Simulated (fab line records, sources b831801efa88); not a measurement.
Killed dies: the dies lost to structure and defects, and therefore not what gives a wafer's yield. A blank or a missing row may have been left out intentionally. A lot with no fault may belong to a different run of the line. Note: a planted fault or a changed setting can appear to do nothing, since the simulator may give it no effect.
Tool commonality check	flow gf180mcu	13 lots, 39 wafers sampled

== REASON FOR OPENING ==
Of 13 lots, 3 have the reading MIM_CVD_05_THK flagged at GF_MIM_THK_MEAS_06. Wafers without a fault read 42.0 nm, standard deviation 0.41.
Rule: a lot gets a flag if all its wafers with a number sit over 4 standard deviations from that mean, or if no wafer of it has a number. As for the other lots, they are considered sound.

lot	measured	on	MIM_CVD_05_THK (nm), wafer by wafer	flag
L283	day 24 20:44	film metro-01	41.3 41.8 42.6	
L286	day 25 19:21	film metro-01	56.0 57.0 57.3	FLAGGED
L288	day 26 10:42	film metro-01	56.8 56.3 57.3	FLAGGED
L289	day 26 21:58	film metro-03	41.9 42.5 42.6	
L290	day 27 05:19	film metro-01	56.5 57.0 56.9	FLAGGED
L296	day 28 21:40	film metro-01	41.5 41.4 42.8	
L297	day 29 08:59	film metro-04	41.6 42.5 42.1	
L299	day 29 18:49	film metro-04	42.1 42.4 42.6	
L300	day 30 04:59	film metro-04	41.2 41.2 42.0	
L302	day 30 13:53	film metro-03	41.6 42.1 41.9	
L303	day 30 22:48	film metro-04	41.6 41.9 42.7	
L304	day 31 04:17	film metro-04	41.8 41.4 42.4	
L305	day 31 12:08	film metro-03	42.2 42.0 42.6	
The numbers of the flagged lots are 56.8 nm on average: +14.8 nm against the usual, or +36 standard deviations.

== EACH LOT AND THE TOOL IT RAN ON ==
The record holds 2 process steps before the reading, out of a route of 602 steps. Each cell gives the tool, then ch followed by the chambers the sampled wafers passed through, then the start.
lot	flag	GF_V3_ETCH_16	GF_MIM_CVD_05
L283		rie diel-02 ch 1,2,3, day 22 18:51	pecvd-02 ch 1,2, day 24 20:43
L286	FLAGGED	rie diel-04 ch 0,1,2, day 23 19:42	pecvd-02 ch 1,2, day 25 19:19
L288	FLAGGED	rie diel-03 ch 0,1,2, day 24 11:27	pecvd-02 ch 0,1,2, day 26 10:40
L289		rie diel-03 ch 0,3, day 24 23:27	pecvd-03 ch 0,1, day 26 21:55
L290	FLAGGED	rie diel-02 ch 0,1, day 25 07:50	pecvd-02 ch 1, day 27 05:16
L296		rie diel-02 ch 0,3, day 27 01:32	pecvd-01 ch 0,1,2, day 28 21:37
L297		rie diel-03 ch 2,3, day 27 13:53	pecvd-01 ch 0,2, day 29 08:57
L299		rie diel-04 ch 0,2, day 28 00:02	pecvd-03 ch 0,1, day 29 18:47
L300		rie diel-03 ch 1,2,3, day 28 09:59	pecvd-03 ch 0,2, day 30 04:58
L302		rie diel-02 ch 1,3, day 28 18:53	pecvd-03 ch 0,1,2, day 30 13:51
L303		rie diel-03 ch 0,1,2, day 29 05:32	pecvd-03 ch 0,1,2, day 30 22:46
L304		rie diel-03 ch 1,2, day 29 11:50	pecvd-02 ch 0,1, day 31 04:15
L305		rie diel-02 ch 1,2,3, day 29 18:56	pecvd-03 ch 1,2, day 31 12:07
What the steps here do:
- GF_V3_ETCH_16: etches BARC in N2/H2.
- GF_MIM_CVD_05: deposits Si3N4, target thk 42 nm, time 29.086 s.
- GF_MIM_THK_MEAS_06

== FLAGGED AGAINST TOTAL, ONE TOOL AT A TIME (gauges that did the reading follow at the end) ==
step	tool	lots run	flagged	share of the flagged lots	sound lots run after its first flagged lot
GF_V3_ETCH_16	rie diel-02	5	1	some	3 (L296,L302,L305)
GF_V3_ETCH_16	rie diel-03	6	1	some	5 (L289,L297,L300,L303,L304)
GF_V3_ETCH_16	rie diel-04	2	1	some	1 (L299)
GF_MIM_CVD_05	pecvd-01	2	0	none	-
GF_MIM_CVD_05	pecvd-02	5	3	all	1 (L304)
GF_MIM_CVD_05	pecvd-03	6	0	none	-
GF_MIM_THK_MEAS_06	film metro-01	5	3	all	1 (L296)
GF_MIM_THK_MEAS_06	film metro-03	3	0	none	-
GF_MIM_THK_MEAS_06	film metro-04	5	0	none	-

== WHAT THE TABLE ALLOWS ==
2 rows of the table ran every flagged lot: pecvd-02 at GF_MIM_CVD_05, film metro-01 at GF_MIM_THK_MEAS_06.
- pecvd-02 at GF_MIM_CVD_05 ran 5 lots, 3 of them flagged. After the first flagged lot (L304), sound lots still ran on it; a lasting fault on the whole tool would not permit that.
- film metro-01 at GF_MIM_THK_MEAS_06 ran 5 lots, 3 of them flagged. After the first flagged lot (L296), sound lots still ran on it; a lasting fault on the whole tool would not permit that.
There is no row in the table that ran each flagged lot and no sound lot after the first.

== WHAT THE SIMULATOR HAD PUT IN ==
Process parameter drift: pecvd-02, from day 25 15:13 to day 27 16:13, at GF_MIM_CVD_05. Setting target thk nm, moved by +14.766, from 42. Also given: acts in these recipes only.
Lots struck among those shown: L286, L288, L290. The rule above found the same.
